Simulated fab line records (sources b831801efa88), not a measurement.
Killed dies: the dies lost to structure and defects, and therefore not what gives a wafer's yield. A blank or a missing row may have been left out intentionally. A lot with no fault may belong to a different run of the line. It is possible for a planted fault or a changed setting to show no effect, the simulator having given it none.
fab line records	flow sky130
record lots=11	wafers=33	lastDay=50
route steps=708 shown LDD_P@262 LDD_HVP@285 LI_CONTACT@384 PASSIVATION@692 PAD_OPEN@708
lots that met no fault: taken from a fault-free run of the same line
startH: start of the lot's first displayed wafer, in hours after the record's first day	waitH: hours from the lot's prior step to this one	" identical to the entry in the row above	L1.1+2: a single row standing in for several wafers	- no value, or no start given	* or withheld: withheld	< > ~ a bound
route shown NAME@n: a module of which the file shows steps, and the number in the route of the first	usual: mean/standard deviation of fault-free wafers	same: alike in all rows	chamber/n: place in a boat	sites: readings site by site	_std_site: their standard deviation	_edge_site: outer sites' mean less inner sites'	radiusMm: how far each site lies from the wafer's centre	mask NAME#n: copy n	behind: tool/chamber where the wafer was last shaped	hold: why the lot went on hold/how many hours it stayed there/how the hold came to an end	device: which transistor (n, p or np) failed to switch	end of line: the same wafers' tests at the end of the route	a step given without rows: its recipe and nothing more	killed: the dies lost at the first sort to structure and to defects; this is not the yield of the wafer	map: dies across one wafer; x = killed, . = not, _ = none there
set.NAME: setting as actually run; set.NAME@STEP: the setting as run at that earlier step	model.NAME: the simulator's own value behind a step, which no gauge read
route steps across a sampled set of lots; one table per step, one row per wafer
services: when a tool's chamber went out of use (startH, in hours from the record's first day, below 0 if earlier), for how many hours, and the reason
## steps
# step SKY_LDD_P_CD_MEAS_07
# recipe targetCdNm=380
# usual cdNm=380.6/2.3
lot.wafer	tool	chamber	startH	waitH	cdNm
L350.2	cdSem-02	-	438.23	0.1	379.9
L350.5	"	-	"	"	378.8
L350.6	"	-	"	"	381.7
L351.4	cdSem-02	-	446.58	0.1	380.8
L351.5	"	-	"	"	378.5
L351.6	"	-	"	"	379.4
L352.2	cdSem-02	-	468.42	0.1	378.5
L352.3	"	-	"	"	379.3
L352.4	"	-	"	"	380.5
L354.1	cdSem-01	-	481.82	0.1	376.0
L354.2	"	-	"	"	379.0
L354.4	"	-	"	"	378.1
L353.1	cdSem-01	-	482.45	0.1	377.8
L353.3	"	-	"	"	378.4
L353.5	"	-	"	"	380.2
L357.1	cdSem-02	-	506.76	0.1	381.3
L357.3	"	-	"	"	382.7
L357.4	"	-	"	"	381.8
L365.1	cdSem-02	-	570.56	0.1	377.6
L365.5	"	-	"	"	379.4
L365.6	"	-	"	"	378.3
L366.3	cdSem-02	-	597.56	0.1	380.4
L366.5	"	-	"	"	380.1
L366.6	"	-	"	"	381.2
L369.1	cdSem-01	-	603.56	0.1	385.5
L369.4	"	-	"	"	383.9
L369.5	"	-	"	"	385.5
L370.2	cdSem-02	-	608.48	0.1	381.0
L370.3	"	-	"	"	379.8
L370.5	"	-	"	"	378.4
L372.1	cdSem-01	-	627.32	0.1	387.7
L372.2	"	-	"	"	382.5
L372.6	"	-	"	"	382.2
# step SKY_LDD_HVP_OVL_MEAS_07
# usual LDD_HVP_OVL=0.1/1.5
lot.wafer	tool	chamber	startH	waitH	LDD_HVP_OVL[nm]
L350.2	overlay-02	-	499.94	0.1	2.5
L350.5	"	-	"	"	2.1
L350.6	"	-	"	"	0.6
L351.4	overlay-02	-	507.98	0.1	0.7
L351.5	"	-	"	"	0.3
L351.6	"	-	"	"	2.2
L352.2	overlay-01	-	529.94	0.1	2.2
L352.3	"	-	"	"	1.1
L352.4	"	-	"	"	1.9
L354.1	overlay-01	-	542.88	0.1	0.9
L354.2	"	-	"	"	0.5
L354.4	"	-	"	"	-0.2
L353.1	overlay-01	-	543.78	0.1	1.9
L353.3	"	-	"	"	2.5
L353.5	"	-	"	"	1.6
L357.1	overlay-02	-	568.02	0.1	1.0
L357.3	"	-	"	"	2.5
L357.4	"	-	"	"	0.7
L365.1	overlay-01	-	629.93	0.1	0.2
L365.5	"	-	"	"	0.6
L365.6	"	-	"	"	-0.5
L366.3	overlay-01	-	655.13	0.1	-0.1
L366.5	"	-	"	"	-0.7
L366.6	"	-	"	"	-2.2
L369.1	overlay-01	-	660.58	0.1	-1.7
L369.4	"	-	"	"	-1.2
L369.5	"	-	"	"	0.9
L370.2	overlay-02	-	665.52	0.1	-1.4
L370.3	"	-	"	"	0.0
L370.5	"	-	"	"	0.4
L372.1	overlay-01	-	684.32	0.1	1.0
L372.2	"	-	"	"	-0.3
L372.6	"	-	"	"	-2.4
# step SKY_LI_CONTACT_RS_MEAS_22
# recipe thkMeasGauge=four-point-probe	reads=W_of_LI_CONTACT_CVD_21+TiN_of_LI_CONTACT_SPUTTER_20+Ti_of_LI_CONTACT_SPUTTER_19
# usual LI_CONTACT_W_RS=0.284/0.0035
lot.wafer	tool	chamber	startH	waitH	LI_CONTACT_W_RS[ohm/sq]
L350.2	filmMetro-02	-	680.75	0.1	0.283
L350.5	"	-	"	"	0.284
L350.6	"	-	"	"	0.281
L351.4	filmMetro-02	-	688.56	0.1	0.286
L351.5	"	-	"	"	0.282
L351.6	"	-	"	"	0.285
L352.2	filmMetro-02	-	707.72	0.1	0.281
L352.3	"	-	"	"	0.283
L352.4	"	-	"	"	0.283
L354.1	filmMetro-01	-	719.00	0.1	0.288
L354.2	"	-	"	"	0.289
L354.4	"	-	"	"	0.288
L353.1	filmMetro-03	-	720.95	0.1	0.287
L353.3	"	-	"	"	0.288
L353.5	"	-	"	"	0.285
L357.1	filmMetro-01	-	747.35	0.1	0.289
L357.3	"	-	"	"	0.292
L357.4	"	-	"	"	0.291
L365.1	filmMetro-02	-	801.06	0.1	0.277
L365.5	"	-	"	"	0.281
L365.6	"	-	"	"	0.279
L366.3	filmMetro-03	-	823.61	0.1	0.283
L366.5	"	-	"	"	0.286
L366.6	"	-	"	"	0.283
L369.1	filmMetro-02	-	831.56	0.1	0.290
L369.4	"	-	"	"	0.289
L369.5	"	-	"	"	0.290
L370.2	filmMetro-03	-	838.54	0.1	0.280
L370.3	"	-	"	"	0.283
L370.5	"	-	"	"	0.283
L372.1	filmMetro-03	-	850.50	0.1	0.284
L372.2	"	-	"	"	0.283
L372.6	"	-	"	"	0.279
# step SKY_PASSIVATION_ETCH_11
# recipe chemistry=CF4/O2	targetDepthNm=725	stopOn=AlCu	sourceW=800	biasW=150	pressureMtorr=150	cf4FlowSccm=80	O2_flow_sccm=10	timeS=161.1
# usual drypumpMotorCurrentA=5.8/0.43	oesProductAu=0.979/0.007	rfFwdPowerW=796.7/2.6	throttleValvePct=5.965/0.0099
lot.wafer	tool	chamber	startH	waitH	drypumpMotorCurrentA	oesProductAu	rfFwdPowerW	rfHoursCounterH	throttleValvePct
L350.2	rieDiel-02	0	1053.77	-	5.9	0.973	799.1	23	5.987
L350.5	"	2	"	"	5.6	0.978	793.1	-	5.977
L350.6	"	0	"	"	5.9	0.976	799.1	-	5.968
L351.4	rieDiel-02	0	1062.92	-	5.9	0.977	798.9	-	5.961
L351.5	"	1	"	"	6.5	0.986	796.4	-	5.983
L351.6	"	2	"	"	5.6	0.994	797.1	-	5.970
L352.2	rieDiel-01	0	1077.67	-	6.0	0.978	795.8	24	5.973
L352.3	"	3	"	"	5.4	0.980	801.7	16	5.974
L352.4	"	2	"	"	5.4	0.982	799.0	17	5.959
L354.1	rieDiel-02	2	1084.42	-	5.6	0.970	795.4	14	5.949
L354.2	"	0	"	"	5.9	0.969	798.0	24	5.971
L354.4	"	0	"	"	5.9	0.984	797.0	-	5.963
L353.1	rieDiel-02	2	1087.63	-	5.7	0.919	675.2	14	5.950
L353.3	"	0	"	"	5.9	0.977	794.8	24	5.972
L353.5	"	3	"	"	4.9	0.983	797.8	-	5.976
L357.1	rieDiel-02	2	1106.32	-	5.7	0.912	673.2	15	5.954
L357.3	"	0	"	"	5.9	0.971	795.8	25	5.980
L357.4	"	1	"	"	6.5	0.969	792.5	25	5.954
L365.1	rieDiel-03	3	1145.78	-	6.1	0.967	795.6	16	5.979
L365.5	"	1	"	"	5.5	0.977	798.6	-	5.959
L365.6	"	2	"	"	6.3	0.987	798.1	-	5.974
L366.3	rieDiel-01	0	1161.67	-	6.0	0.968	797.6	27	5.972
L366.5	"	1	"	"	5.4	0.976	794.3	-	5.964
L366.6	"	2	"	"	5.4	0.986	796.4	-	5.970
L369.1	rieDiel-01	2	1166.37	-	5.4	0.981	795.0	21	5.964
L369.4	"	3	"	"	5.4	0.995	795.1	20	5.953
L369.5	"	2	"	"	5.4	0.981	790.7	-	5.951
L370.2	rieDiel-03	3	1171.17	-	6.1	0.978	794.3	17	5.961
L370.3	"	1	"	"	5.6	0.981	804.6	20	5.943
L370.5	"	3	"	"	6.1	0.979	796.4	-	5.964
L372.1	rieDiel-02	3	1177.72	-	5.0	0.975	791.3	27	5.956
L372.2	"	1	"	"	6.5	0.967	797.9	28	5.962
L372.6	"	3	"	"	5.0	0.970	793.7	-	5.969
# step SKY_PASSIVATION_STRIP_12
# recipe chemistry=O2/N2	powerW=1400	pressureMtorr=1500	platenTempC=withheld	overashFraction=0.7	o2FlowSccm=3000	n2FlowSccm=300
# usual drypumpMotorCurrentA=5.9/0.61	oesProductAu=0.661/0.005	stripTimeToEndpointS=31.51/0.14
lot.wafer	tool	chamber	startH	waitH	drypumpMotorCurrentA	oesProductAu	rfHoursCounterH	stripTimeToEndpointS
L350.2	plasmaAsher-04	0	1053.93	0.1	6.4	0.673	60	31.65
L350.5	"	0	"	"	6.3	0.658	-	31.35
L350.6	"	1	"	"	6.6	0.658	-	31.54
L351.4	plasmaAsher-01	0	1063.01	0.0	6.3	0.672	-	31.44
L351.5	"	1	"	"	5.3	0.666	-	31.50
L351.6	"	0	"	"	6.4	0.656	-	31.39
L352.2	plasmaAsher-04	1	1077.78	0.1	6.6	0.674	63	31.39
L352.3	"	0	"	"	6.4	0.652	-	31.33
L352.4	"	1	"	"	6.6	0.663	-	31.45
L354.1	plasmaAsher-04	0	1084.53	0.1	6.4	0.657	64	31.62
L354.2	"	1	"	"	6.6	0.657	64	31.68
L354.4	"	0	"	"	6.4	0.665	-	31.71
L353.1	plasmaAsher-04	1	1087.74	0.1	6.6	0.654	64	32.41
L353.3	"	0	"	"	6.4	0.664	-	31.66
L353.5	"	1	"	"	6.6	0.664	-	31.66
L357.1	plasmaAsher-02	1	1106.42	0.1	5.6	0.661	4	32.33
L357.3	"	1	"	"	5.6	0.658	-	31.50
L357.4	"	0	"	"	5.0	0.664	-	31.49
L365.1	plasmaAsher-02	0	1145.89	0.1	5.0	0.658	9	31.58
L365.5	"	0	"	"	5.0	0.663	-	31.47
L365.6	"	1	"	"	5.6	0.665	-	31.42
L366.3	plasmaAsher-02	1	1161.81	0.1	5.6	0.651	-	31.54
L366.5	"	1	"	"	5.6	0.663	-	31.57
L366.6	"	0	"	"	5.0	0.660	-	31.56
L369.1	plasmaAsher-02	1	1166.47	0.1	5.6	0.662	11	31.45
L369.4	"	1	"	"	5.6	0.671	-	31.47
L369.5	"	0	"	"	4.9	0.659	-	31.60
L370.2	plasmaAsher-01	0	1171.27	0.1	6.3	0.657	41	31.71
L370.3	"	1	"	"	5.3	0.659	-	31.61
L370.5	"	1	"	"	5.4	0.659	-	31.78
L372.1	plasmaAsher-04	0	1177.82	0.1	6.3	0.661	73	31.71
L372.2	"	1	"	"	6.6	0.668	73	31.64
L372.6	"	1	"	"	6.6	0.670	-	31.58
# step SKY_PAD_OPEN_PROBE_99
# usual defectLimitedYield=82.5/1.9	killed_at_M0_to_M3=43/7.2	killed_at_M4_up=3.3/2	killedAtContacts=25/5.8	killedAtFrontEnd=15/4.5	killedAtOther=0.3/0.62	killedDies=86/9.4	killedOnRim=17/3.7	killedOpen=47/7.1	killedShort=39/6	sort_bin_3_pad_short=0.9/0.4	sort_bin_5_function=10.4/1.4	sort_bin_6_memory=6.2/1.1	sort_bin_8_speed=0.7/1.4	sortNPass=402/11	sortYieldPct=81.7/2.2
# same grossDies=492	killedAtBackSide=0	sort_bin_4_leakage[%]=0
lot.wafer	tool	chamber	startH	waitH	defectLimitedYield[%]	killed_at_M0_to_M3	killed_at_M4_up	killedAtContacts	killedAtFrontEnd	killedAtOther	killedDies	killedOnRim	killedOpen	killedShort	sort_bin_3_pad_short[%]	sort_bin_5_function[%]	sort_bin_6_memory[%]	sort_bin_8_speed[%]	sortNPass	sortYieldPct[%]
L353.1	prober-02	-	1110.01	0.1	2.8	28	4	15	18	413	478	96	32	33	0.8	92.1	4.3	0	14	2.8
L353.3	prober-02	-	1110.11	0.2	80.1	54	1	18	25	0	98	23	48	50	0.8	11.2	7.9	0.4	392	79.7
L353.5	prober-02	-	1110.21	0.2	81.9	48	2	20	19	0	89	13	46	41	0.6	10.2	7.3	0.2	402	81.7
L357.1	prober-01	-	1128.94	0.1	0.6	38	8	22	19	402	489	96	45	42	0.8	93.3	5.3	0	3	0.6
L357.3	prober-01	-	1129.04	0.2	81.9	43	2	20	24	0	89	18	50	38	1.2	10.4	6.5	1.8	394	80.1
L357.4	prober-01	-	1129.09	0.2	80.9	47	1	29	16	1	94	17	53	40	1.0	11.8	6.3	0.6	395	80.3
L365.1	prober-01	-	1165.04	0.1	85.8	42	1	10	17	0	70	15	32	37	1.0	8.3	4.9	0.8	418	85.0
L365.5	prober-01	-	1165.24	0.2	83.5	38	0	30	12	1	81	21	45	35	1.8	11.0	3.7	0	411	83.5
L365.6	prober-01	-	1165.29	0.2	85.0	41	2	18	11	2	74	16	40	34	1.0	7.5	6.5	2.8	404	82.1
L366.3	prober-01	-	1181.22	0.2	84.1	40	3	21	14	0	78	21	49	29	0.4	8.5	6.9	0	414	84.1
L366.5	prober-01	-	1181.32	0.2	81.3	35	8	25	24	0	92	17	42	49	1.2	10.8	6.7	0	400	81.3
L366.6	prober-01	-	1181.37	0.2	83.1	42	1	28	12	0	83	16	41	41	1.2	10.6	5.1	0.2	408	82.9
L369.4	prober-01	-	1184.79	0.2	82.5	42	2	22	20	0	86	15	50	36	1.4	8.7	7.3	1.8	397	80.7
L370.2	prober-02	-	1189.94	0.1	79.9	54	1	27	17	0	99	15	55	44	0.8	13.0	6.3	1.6	385	78.3
L370.3	prober-02	-	1189.99	0.2	80.5	46	1	39	9	1	96	15	56	40	0.6	10.8	8.1	1.2	390	79.3
L370.5	prober-02	-	1190.09	0.2	80.1	45	4	32	17	0	98	15	56	42	0.6	12.4	6.9	0	394	80.1
# killed by level:class
L353.1 PASSIVATION:areaEtch=413 POLY_GATE:geometricParticle:short=6 VIA3:geometricParticle:open=6 POLY_GATE:geometricParticle:open=5 LOCAL_INTERCONNECT:geometricParticle:short=5 VIA1:geometricParticle:open=5 METAL3:geometricParticle:short=4 CONTACT:geometricParticle:open=4
L353.3 VIA1:geometricParticle:open=15 METAL1:geometricParticle:short=7 POLY_GATE:geometricParticle:short=6 FIELD_ISO:geometricParticle:open=5 VIA2:geometricParticle:open=5 LOCAL_INTERCONNECT:geometricParticle:short=5 VIA1:geometricParticle:short=5 METAL2:geometricParticle:short=5
L353.5 VIA2:geometricParticle:open=11 VIA1:geometricParticle:open=8 POLY_GATE:geometricParticle:open=6 METAL1:geometricParticle:short=6 CONTACT:geometricParticle:open=6 METAL2:geometricParticle:short=6 VIA1:geometricParticle:short=5 FIELD_ISO:geometricParticle:short=4
L357.1 PASSIVATION:areaEtch=402 CONTACT:geometricParticle:open=8 METAL2:geometricParticle:short=7 VIA2:geometricParticle:open=7 LI_CONTACT:geometricParticle:open=6 METAL4:geometricParticle:short=6 FIELD_ISO:geometricParticle:open=5 POLY_GATE:geometricParticle:open=5
L357.3 VIA1:geometricParticle:open=13 CONTACT:geometricParticle:short=7 SPACER:geometricParticle:open=6 CONTACT:geometricParticle:open=6 VIA2:geometricParticle:short=5 VIA3:geometricParticle:open=5 FIELD_ISO:geometricParticle:short=4 VIA2:geometricParticle:open=4
L357.4 CONTACT:geometricParticle:open=12 METAL2:geometricParticle:short=10 LI_CONTACT:geometricParticle:open=9 VIA1:geometricParticle:open=8 VIA3:geometricParticle:open=7 VIA2:geometricParticle:open=7 METAL1:geometricParticle:short=5 FIELD_ISO:geometricParticle:short=4
L365.1 VIA1:geometricParticle:open=12 METAL1:geometricParticle:short=8 VIA3:geometricParticle:open=8 POLY_GATE:geometricParticle:short=7 FIELD_ISO:geometricParticle:short=5 FIELD_ISO:geometricParticle:open=4 VIA3:geometricParticle:short=4 VIA2:geometricParticle:open=4
L365.5 CONTACT:geometricParticle:open=15 VIA2:geometricParticle:open=9 LI_CONTACT:geometricParticle:short=6 VIA3:geometricParticle:short=6 FIELD_ISO:geometricParticle:open=5 VIA3:geometricParticle:open=4 CONTACT:geometricParticle:short=4 VIA1:geometricParticle:open=4
L365.6 VIA1:geometricParticle:open=15 FIELD_ISO:geometricParticle:short=5 LI_CONTACT:geometricParticle:open=5 CONTACT:geometricParticle:open=5 VIA1:geometricParticle:short=5 LOCAL_INTERCONNECT:geometricParticle:short=4 METAL2:geometricParticle:short=4 CONTACT:geometricParticle:short=3
L366.3 VIA1:geometricParticle:open=14 CONTACT:geometricParticle:open=7 VIA3:geometricParticle:open=7 LI_CONTACT:geometricParticle:open=6 METAL1:geometricParticle:short=5 POLY_GATE:geometricParticle:open=4 POLY_GATE:geometricParticle:short=4 LOCAL_INTERCONNECT:geometricParticle:short=4
L366.5 CONTACT:geometricParticle:open=10 METAL2:geometricParticle:short=10 VIA1:geometricParticle:open=9 FIELD_ISO:geometricParticle:short=8 CONTACT:geometricParticle:short=6 FIELD_ISO:geometricParticle:open=5 LI_CONTACT:geometricParticle:open=5 METAL4:geometricParticle:short=5
L366.6 LI_CONTACT:geometricParticle:open=9 CONTACT:geometricParticle:open=8 METAL2:geometricParticle:short=6 METAL1:geometricParticle:short=6 VIA1:geometricParticle:open=6 VIA1:geometricParticle:short=5 FIELD_ISO:geometricParticle:open=4 LI_CONTACT:geometricParticle:short=4
L369.4 VIA1:geometricParticle:open=11 CONTACT:geometricParticle:open=11 FIELD_ISO:geometricParticle:short=8 FIELD_ISO:geometricParticle:open=7 VIA2:geometricParticle:open=6 METAL2:geometricParticle:short=6 LI_CONTACT:geometricParticle:open=5 LOCAL_INTERCONNECT:geometricParticle:short=4
L370.2 VIA1:geometricParticle:open=17 VIA2:geometricParticle:open=8 LI_CONTACT:geometricParticle:open=7 METAL1:geometricParticle:short=7 LI_CONTACT:geometricParticle:short=6 VIA3:geometricParticle:short=6 METAL2:geometricParticle:short=5 POLY_GATE:geometricParticle:open=5
L370.3 LI_CONTACT:geometricParticle:open=12 CONTACT:geometricParticle:open=12 VIA1:geometricParticle:open=12 VIA2:geometricParticle:open=7 LOCAL_INTERCONNECT:geometricParticle:short=6 METAL1:geometricParticle:short=6 METAL3:geometricParticle:short=6 METAL2:geometricParticle:short=5
L370.5 LI_CONTACT:geometricParticle:open=11 CONTACT:geometricParticle:open=10 VIA1:geometricParticle:open=9 VIA3:geometricParticle:open=8 VIA2:geometricParticle:open=8 FIELD_ISO:geometricParticle:open=6 LOCAL_INTERCONNECT:geometricParticle:short=6 METAL1:geometricParticle:short=5
## services
tool	chamber	startH	hours	kind
rieDiel-02	3	1040.57	45.5	repair
rieDiel-02	1	1051.86	2.7	repair
plasmaAsher-02	-	1055.25	9.0	pm
plasmaAsher-02	0	1055.25	9.0	ventCycle
plasmaAsher-02	1	1055.25	9.0	ventCycle
rieDiel-01	3	1063.39	11.3	repair
plasmaAsher-02	0	1064.25	-	clean
plasmaAsher-02	1	1064.25	-	clean
rieDiel-01	-	1067.27	0.2	repair
plasmaAsher-01	-	1069.28	3.0	repair
rieDiel-02	0	1074.58	2.1	repair
rieDiel-02	3	1108.59	9.6	repair
plasmaAsher-04	-	1108.99	2.9	repair
plasmaAsher-01	-	1110.52	15.6	pm
rieDiel-03	0	1122.38	4.3	repair
rieDiel-01	2	1144.34	2.2	repair
rieDiel-02	1	1158.32	6.0	repair
rieDiel-03	1	1162.73	6.0	repair
rieDiel-02	0	1177.41	7.9	repair
## key
firstSign step=SKY_PASSIVATION_ETCH_11	reading=rfFwdPowerW	direction=down	sigmas=48	usual=796.7	struck=674.2
effect step=SKY_PASSIVATION_ETCH_11	reading=oesProductAu	direction=down	sigmas=9	usual=0.979	struck=0.916
effect step=SKY_PASSIVATION_STRIP_12	reading=stripTimeToEndpointS	direction=up	sigmas=6.2	usual=*	struck=*
effect step=SKY_PAD_OPEN_PROBE_99	reading=killedAtOther	direction=up	sigmas=99+	usual=0.3	struck=407.5
moreKillsBornAt SKY_PASSIVATION_ETCH_11@rieDiel-02=815
metAt SKY_PASSIVATION_ETCH_11
struckLots L353,L357
struckWafers L353.1,L357.1
laterRowsLeftOut L353.1,L357.1
notActingAt SKY_LDD_P_CD_MEAS_07,SKY_LDD_HVP_OVL_MEAS_07,SKY_LI_CONTACT_RS_MEAS_22
onsetBetween 1084.42 1087.63
fault kind=processParameterDrift	tool=rieDiel-02	chamber=2	onsetH=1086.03	steps=SKY_PASSIVATION_ETCH_11	channel=sourceW	offset=-128	shape=step	endH=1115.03	actsIn=theseRecipesOnly	stated=800
# laterRowsLeftOut: the simulator's readings of these wafers behind a module that went badly wrong aren't trusted and aren't shown, but for the sort
